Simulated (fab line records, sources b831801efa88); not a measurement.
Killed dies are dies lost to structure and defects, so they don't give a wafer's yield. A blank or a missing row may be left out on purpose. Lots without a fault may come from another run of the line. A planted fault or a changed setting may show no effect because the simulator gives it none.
fab line records | flow sfq_line
record lots=6 wafers=18 last_day=91
route steps=325 shown I1@81 M2@88
lots that met no fault: from a run of the same line without faults
start_h: hours from the record's first day to the start of the lot's first wafer shown | wait_h: hours since the lot's step before | " the same as in the row above | L1.1+2: a row that stands for several wafers | - no value, or no start given | * or withheld: withheld | < > ~ a bound
route shown NAME@n: a module of which the file shows steps, and the number in the route of the first | usual: mean/standard deviation of fault-free wafers | same: alike in all rows | chamber/n: place in a boat | sites: the reading at each site | _std_site: their standard deviation | _edge_site: outer sites' mean less inner sites' | radius_mm: how far each site lies from the wafer's centre | mask NAME#n: copy n | behind: the tool/chamber that last shaped the wafer | hold: why the lot was held/for how many hours/how that ended | device: the transistor (n, p or np) that didn't switch | end of line: the same wafers' tests at the end of the route | a step without rows: its recipe alone | killed: dies lost to structure and defects at the first sort, not the wafer's yield | map: a wafer's dies, x killed, . not, _ none there
set.NAME: the setting as run; set.NAME@STEP: as run at that earlier step | model.NAME: the simulator's own value behind a step, which no gauge read
lots at some steps of the route; a table a step, a row a wafer
services: from which hour (start_h, from the record's first day; less than 0 if before it) a tool's chamber was out of use, for how many hours, and why
## steps
# step SFQ_TRILAYER_I1_VIA_LITHO_PEB_052
# recipe peb_temp_c=115 peb_time_s=60 resist=KrF
# step SFQ_TRILAYER_I1_VIA_LITHO_DEVELOP_051
# recipe time_s=60 resist=KrF
# step SFQ_I1_OVL_MEAS_913
# usual I1_OVL=0/5.4
# columns lot.wafer tool chamber start_h wait_h I1_OVL[nm]
L471.2 overlay-01 - 420.31 0.1 10
L471.3 " - " " 11
L471.5 " - " " 6
L475.4 overlay-01 - 446.28 0.1 6
L475.5 " - " " 7
L475.6 " - " " 13
L479.3 overlay-01 - 487.62 0.1 -2
L479.4 " - " " -3
L479.6 " - " " -2
L480.1 overlay-02 - 492.40 0.1 3
L480.2 " - " " 0
L480.4 " - " " -4
L486.1 overlay-02 - 541.18 0.1 -3
L486.3 " - " " 1
L486.4 " - " " -5
L487.1 overlay-02 - 553.18 0.1 1
L487.4 " - " " 2
L487.6 " - " " 2
# step SFQ_TRILAYER_I1_VIA_BARC_OPEN_VIA_ETCH_071
# recipe mask_material=PR chemistry=O2 target_depth_nm=125 target=BARC source_w=500 bias_w=80 pressure_mtorr=30 time_s=41.7
# usual drypump_motor_current_A=5.5/0.46 oes_product_au=0.686/0.004
# columns lot.wafer tool chamber start_h wait_h drypump_motor_current_A oes_product_au rf_hours_counter_h
L471.2 rie_diel-03 3 420.34 0.0 4.9 0.686 0
L471.3 " 0 " " 4.8 0.687 3
L471.5 " 0 " " 4.8 0.694 -
L475.4 rie_diel-04 2 446.29 0.0 5.4 0.687 6
L475.5 " 0 " " 5.8 0.693 -
L475.6 " 1 " " 5.8 0.687 -
L479.3 rie_diel-01 1 487.64 0.0 4.9 0.687 25
L479.4 " 3 " " 5.8 0.684 100
L479.6 " 1 " " 4.9 0.686 -
L480.1 rie_diel-03 1 492.44 0.0 5.6 0.683 3
L480.2 " 3 " " 5.0 0.681 1
L480.4 " 0 " " 4.8 0.686 4
L486.1 rie_diel-03 2 541.22 0.0 5.7 0.684 65
L486.3 " 0 " " 4.8 0.684 5
L486.4 " 1 " " 5.6 0.682 4
L487.1 rie_diel-03 0 553.22 0.0 4.8 0.689 5
L487.4 " 2 " " 5.7 0.690 66
L487.6 " 1 " " 5.6 0.678 -
# step SFQ_TRILAYER_I1_VIA_ETCH_VIA_ETCH_052
# recipe target=SiO2 stop_on=Nb mask_material=PR taper_deg=20 chemistry=CHF3 target_depth_nm=260 source_w=500 bias_w=80 pressure_mtorr=30 time_s=withheld
# usual drypump_motor_current_A=5.5/0.46 oes_product_au=0.854/0.0049
# columns lot.wafer tool chamber start_h wait_h drypump_motor_current_A oes_product_au
L471.2 rie_diel-03 3 420.38 0.0 4.9 0.856
L471.3 " 0 " " 4.8 0.856
L471.5 " 0 " " 4.8 0.859
L475.4 rie_diel-04 2 446.33 0.0 5.4 0.852
L475.5 " 0 " " 5.7 0.851
L475.6 " 1 " " 5.8 0.852
L479.3 rie_diel-01 1 487.68 0.0 4.9 0.858
L479.4 " 3 " " 5.9 0.855
L479.6 " 1 " " 4.9 0.851
L480.1 rie_diel-03 1 492.48 0.0 5.6 0.856
L480.2 " 3 " " 4.9 0.860
L480.4 " 0 " " 4.8 0.861
L486.1 rie_diel-03 2 541.26 0.0 5.7 0.845
L486.3 " 0 " " 4.8 0.851
L486.4 " 1 " " 5.6 0.845
L487.1 rie_diel-03 0 553.26 0.0 4.8 0.857
L487.4 " 2 " " 5.7 0.849
L487.6 " 1 " " 5.6 0.858
# step SFQ_TRILAYER_I1_VIA_STRIP_STRIP_053
# recipe gas=O2 power_w=200 platen_temp_c=40 overash_fraction=0.65 chemistry=O2 pressure_mtorr=50
# usual drypump_motor_current_A=5.3/0.41 oes_product_au=1.003/0.0084
# columns lot.wafer tool chamber start_h wait_h drypump_motor_current_A oes_product_au rf_hours_counter_h
L471.2 rie_metal-01 1 420.50 - 5.0 1.022 60
L471.3 " 0 " " 5.8 1.001 -
L471.5 " 0 " " 5.8 1.010 -
L475.4 rie_metal-03 0 446.65 - 5.7 1.006 -
L475.5 " 1 " " 4.9 1.007 -
L475.6 " 0 " " 5.7 1.006 -
L479.3 rie_metal-01 1 487.99 - 5.0 1.019 -
L479.4 " 0 " " 5.8 0.998 -
L479.6 " 0 " " 5.8 0.987 -
L480.1 rie_metal-03 0 492.59 - 5.6 1.001 166
L480.2 " 0 " " 5.6 1.006 -
L480.4 " 0 " " 5.6 0.995 -
L486.1 rie_metal-03 1 541.37 - 4.9 1.011 3
L486.3 " 1 " " 4.9 1.009 -
L486.4 " 1 " " 4.9 1.005 -
L487.1 rie_metal-03 1 553.37 - 4.9 1.000 7
L487.4 " 0 " " 5.7 1.000 -
L487.6 " 1 " " 4.9 1.005 -
# step SFQ_TRILAYER_I1_VIA_STRIP_SOLV_CLEAN_054
# recipe chemistry=NMP temp_c=70 time_s=600
# step SFQ_TRILAYER_M2_DEP_PRE_CLEAN_056
# recipe gas=Ar time_s=22.5 bias_v=250
# step SFQ_TRILAYER_M2_DEP_SPUTTER_055
# recipe material=Nb base_pressure_pa=1.33e-06 chamber_pressure_pa=0.1333 substrate_temp_c=20 resputter_cathode_voltage_v=400 target_thk_nm=200 power_w=2000 time_s=133.3
# usual throttle_valve_pct=29.5/1.3
# columns lot.wafer tool chamber start_h wait_h throttle_valve_pct
L471.2 pvd_sputter-05 - 421.32 0.0 27.5
L471.3 " - " " 30.0
L471.5 " - " " 32.7
L475.4 pvd_sputter-05 - 447.31 0.0 30.3
L475.5 " - " " 27.6
L475.6 " - " " 32.7
L479.3 pvd_sputter-04 - 488.61 0.0 30.0
L479.4 " - " " 28.7
L479.6 " - " " 28.8
L480.1 pvd_sputter-05 - 494.02 0.0 29.7
L480.2 " - " " 32.6
L480.4 " - " " 27.6
L486.1 pvd_sputter-03 - 542.77 0.0 28.7
L486.3 " - " " 29.3
L486.4 " - " " 29.8
L487.1 pvd_sputter-03 - 554.17 0.0 28.6
L487.4 " - " " 29.8
L487.6 " - " " 29.2
# step SFQ_M2_RS_MEAS_914
# recipe thk_meas_gauge=four-point-probe reads=Nb_of_TRILAYER_M2_DEP_SPUTTER_055
# usual M2_NB_RS=0.889/0.0095
# columns lot.wafer tool chamber start_h wait_h M2_NB_RS[ohm/sq]
L471.2 film_metro-01 - 421.43 0.1 0.899
L471.3 " - " " 0.893
L471.5 " - " " 0.887
L475.4 film_metro-04 - 447.42 0.1 0.897
L475.5 " - " " 0.900
L475.6 " - " " 0.887
L479.3 film_metro-03 - 488.74 0.1 0.901
L479.4 " - " " 0.903
L479.6 " - " " 0.903
L480.1 film_metro-04 - 494.12 0.1 0.882
L480.2 " - " " 0.886
L480.4 " - " " 0.887
L486.1 film_metro-03 - 542.87 0.0 0.897
L486.3 " - " " 0.880
L486.4 " - " " 0.888
L487.1 film_metro-03 - 554.27 0.0 0.905
L487.4 " - " " 0.899
L487.6 " - " " 0.896
# step SFQ_TRILAYER_M2_LITHO_COAT_062
# recipe resist=BARC spin_rpm=3000 resist_thk_nm=62
# step SFQ_TRILAYER_M2_LITHO_COAT_057
# recipe resist=KrF spin_rpm=3000 resist_thk_nm=600
# columns lot.wafer tool chamber start_h wait_h model.KrF_of_TRILAYER_M2_LITHO_COAT_057.thk_nm
L471.2 litho_track-02 0 421.94 0.2 601.3
L471.3 " 0 " " 601.1
L471.5 " 0 " " 600.5
L475.4 litho_track-04 0 447.99 0.2 595.6
L475.5 " 0 " " 595.9
L475.6 " 0 " " 597.2
L479.3 litho_track-04 0 489.28 0.2 597.9
L479.4 " 0 " " 601.2
L479.6 " 0 " " 527.8
L480.1 litho_track-04 0 494.60 0.2 527.4
L480.2 " 0 " " 596.1
L480.4 " 0 " " 596.3
L486.1 litho_track-02 0 543.35 0.2 596.8
L486.3 " 0 " " 598.7
L486.4 " 0 " " 598.9
L487.1 litho_track-02 0 554.75 0.2 600.4
L487.4 " 0 " " 599.3
L487.6 " 0 " " 600.1
# step SFQ_TRILAYER_M2_LITHO_SOFTBAKE_061
# recipe temp_c=withheld time_s=withheld resist=KrF
# step SFQ_TRILAYER_M2_LITHO_EXPOSE_058
# recipe mask_id=M2 na=0.6 source_shape=conventional sigma_outer=0.65 target_cd_nm=500 dose_mj=14.4
# step SFQ_TRILAYER_M2_LITHO_PEB_060
# recipe peb_temp_c=115 peb_time_s=60 resist=KrF
# step SFQ_TRILAYER_M2_LITHO_DEVELOP_059
# recipe time_s=60 resist=KrF
# step SFQ_M2_OVL_MEAS_916
# usual M2_OVL=-3/4.6
# columns lot.wafer tool chamber start_h wait_h M2_OVL[nm]
L471.2 overlay-01 - 580.89 0.1 -8
L471.3 " - " " -9
L471.5 " - " " -7
L475.4 overlay-02 - 616.90 0.1 5
L475.5 " - " " -1
L475.6 " - " " 4
L479.3 overlay-02 - 652.81 0.1 0
L479.4 " - " " -2
L479.6 " - " " 0
L480.1 overlay-02 - 661.20 0.1 -5
L480.2 " - " " -3
L480.4 " - " " -5
L486.1 overlay-02 - 709.20 0.1 -7
L486.3 " - " " -3
L486.4 " - " " -6
L487.1 overlay-01 - 721.20 0.1 -7
L487.4 " - " " 1
L487.6 " - " " 3
# step SFQ_TRILAYER_M2_BARC_OPEN_METAL_ETCH_077
# recipe mask_material=PR chemistry=O2 target_depth_nm=125 target=BARC icp_w=600 bias_w=80 pressure_mtorr=10 time_s=41.7
# usual drypump_motor_current_A=5.4/0.47 oes_product_au=0.685/0.0043
# columns lot.wafer tool chamber start_h wait_h drypump_motor_current_A oes_product_au rf_hours_counter_h model.M2.cd_nm
L471.2 rie_metal-03 0 580.92 0.0 5.7 0.682 4 500.6
L471.3 " 1 " " 5.0 0.683 - 500.4
L471.5 " 0 " " 5.6 0.681 - 500.1
L475.4 rie_metal-01 0 616.94 0.0 5.8 0.685 - 498.6
L475.5 " 1 " " 5.0 0.694 - 498.6
L475.6 " 0 " " 5.9 0.682 - 499.4
L479.3 rie_metal-03 0 652.85 0.0 5.6 0.686 - 497.5
L479.4 " 1 " " 4.9 0.686 - 497.4
L479.6 " 1 " " 4.9 0.679 - 494.2
L480.1 rie_metal-01 1 661.23 0.0 5.0 0.690 93 496.9
L480.2 " 0 " " 5.8 0.683 113 500.7
L480.4 " 0 " " 5.8 0.693 - 500.7
L486.1 rie_metal-01 0 709.23 0.0 5.8 0.685 120 498.9
L486.3 " 0 " " 5.8 0.684 - 499.6
L486.4 " 1 " " 5.0 0.688 - 498.7
L487.1 rie_metal-04 1 721.23 0.0 6.2 0.679 77 499.5
L487.4 " 0 " " 5.0 0.684 - 500.8
L487.6 " 1 " " 6.2 0.688 - 500.4
# step SFQ_TRILAYER_M2_ETCH_METAL_ETCH_060
# recipe target=Nb stop_on=SiO2 mask_material=PR chemistry=Cl2/Ar target_depth_nm=240 icp_w=600 bias_w=80 pressure_mtorr=10 time_s=120
# usual drypump_motor_current_A=5.4/0.47 oes_product_au=0.895/0.0066
# columns lot.wafer tool chamber start_h wait_h drypump_motor_current_A oes_product_au rf_hours_counter_h model.KrF_of_TRILAYER_M2_LITHO_COAT_057.thk_nm model.M2.cd_nm
L471.2 rie_metal-03 0 580.98 0.0 5.6 0.885 4 381.8 499.2
L471.3 " 1 " " 4.9 0.890 - 382 500.4
L471.5 " 0 " " 5.7 0.887 - 381.2 498.6
L475.4 rie_metal-01 0 617.02 0.1 5.9 0.893 - 381.2 501.6
L475.5 " 1 " " 5.0 0.895 - 378 497
L475.6 " 0 " " 5.9 0.898 - 382.3 500.7
L479.3 rie_metal-03 0 652.93 0.1 5.6 0.890 - 379.6 496.8
L479.4 " 1 " " 4.9 0.890 - 383.2 497.9
L479.6 " 1 " " 4.9 0.887 - 308.8 495.5
L480.1 rie_metal-01 1 661.29 0.0 5.0 0.897 93 306.5 495.7
L480.2 " 0 " " 5.8 0.888 113 381.3 503.1
L480.4 " 0 " " 5.9 0.899 - 382.1 502.6
L486.1 rie_metal-01 0 709.29 0.0 5.9 0.894 120 382 501.4
L486.3 " 0 " " 5.8 0.898 - 384.5 501.9
L486.4 " 1 " " 5.0 0.903 - 379.5 497
L487.1 rie_metal-04 1 721.29 0.0 6.2 0.876 77 383.3 498.8
L487.4 " 0 " " 5.0 0.891 - 382.4 498.6
L487.6 " 1 " " 6.2 0.891 - 381.9 499.7
# step SFQ_TRILAYER_M2_STRIP_STRIP_061
# recipe gas=O2 power_w=200 platen_temp_c=40 overash_fraction=0.65 chemistry=O2 pressure_mtorr=50
# usual drypump_motor_current_A=5.4/0.46 oes_product_au=1.001/0.0085
# columns lot.wafer tool chamber start_h wait_h drypump_motor_current_A oes_product_au rf_hours_counter_h
L471.2 rie_metal-03 0 581.10 0.1 5.7 1.004 4
L471.3 " 1 " " 4.9 0.997 -
L471.5 " 0 " " 5.7 0.998 -
L475.4 rie_metal-01 0 617.30 0.2 5.8 0.993 -
L475.5 " 1 " " 5.0 0.998 -
L475.6 " 0 " " 5.8 0.984 -
L479.3 rie_metal-03 0 653.22 0.2 5.6 1.012 -
L479.4 " 1 " " 4.9 1.003 -
L479.6 " 1 " " 4.9 1.010 -
L480.1 rie_metal-01 1 661.42 0.1 5.0 1.011 93
L480.2 " 0 " " 5.8 1.003 113
L480.4 " 0 " " 5.8 0.988 -
L486.1 rie_metal-01 0 709.42 0.1 5.8 0.980 121
L486.3 " 0 " " 5.8 0.999 -
L486.4 " 1 " " 5.0 1.006 -
L487.1 rie_metal-04 1 721.42 0.1 6.2 1.007 77
L487.4 " 0 " " 5.0 0.999 -
L487.6 " 1 " " 6.2 1.005 -
## services
# columns tool chamber start_h hours kind
rie_metal-01 - 402.51 0.5 repair
rie_metal-01 - 416.82 2.8 pm
rie_diel-04 0 434.14 2.6 repair
rie_metal-04 0 443.86 2.6 repair
pvd_sputter-04 - 448.17 0.5 repair
rie_diel-01 0 453.48 3.1 repair
rie_diel-03 0 459.77 4.2 repair
pvd_sputter-03 - 466.53 1.4 repair
rie_diel-04 1 473.88 31.0 repair
rie_diel-03 - 476.40 1.1 repair
rie_metal-03 - 479.56 0.6 repair
pvd_sputter-03 - 484.57 1.8 repair
pvd_sputter-05 - 542.43 2.3 repair
rie_diel-01 2 548.00 8.2 repair
rie_diel-04 - 590.29 0.1 repair
rie_diel-03 0 594.07 4.8 repair
pvd_sputter-03 - 600.54 2.1 repair
rie_metal-03 - 611.95 2.8 pm
rie_diel-04 1 624.90 2.4 repair
rie_diel-03 - 660.85 5.1 repair
rie_diel-01 2 664.59 12.5 repair
pvd_sputter-05 - 685.50 6.9 repair
rie_diel-03 - 687.04 0.3 repair
pvd_sputter-03 - 717.14 24.3 repair
## key
first_sign none at tools or gauges
model_effect step=SFQ_TRILAYER_M2_LITHO_COAT_057 value=KrF_of_TRILAYER_M2_LITHO_COAT_057.thk_nm without=598.9 struck=527.6
model_effect step=SFQ_TRILAYER_M2_BARC_OPEN_METAL_ETCH_077 value=M2.cd_nm without=498.5 struck=495.6
model_effect step=SFQ_TRILAYER_M2_ETCH_METAL_ETCH_060 value=KrF_of_TRILAYER_M2_LITHO_COAT_057.thk_nm without=379 struck=307.7
met_at SFQ_TRILAYER_M2_LITHO_COAT_057
struck_wafers L479.6,L480.1
onset_between 447.99 489.28
fault kind=process_parameter_drift tool=litho_track-04 chamber=- onset_h=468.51 steps=SFQ_TRILAYER_M2_LITHO_COAT_057 channel=resist_thk_nm offset=-71.4 shape=step end_h=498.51 scope=struck_wafers_only acts_in=these_recipes_only stated=600
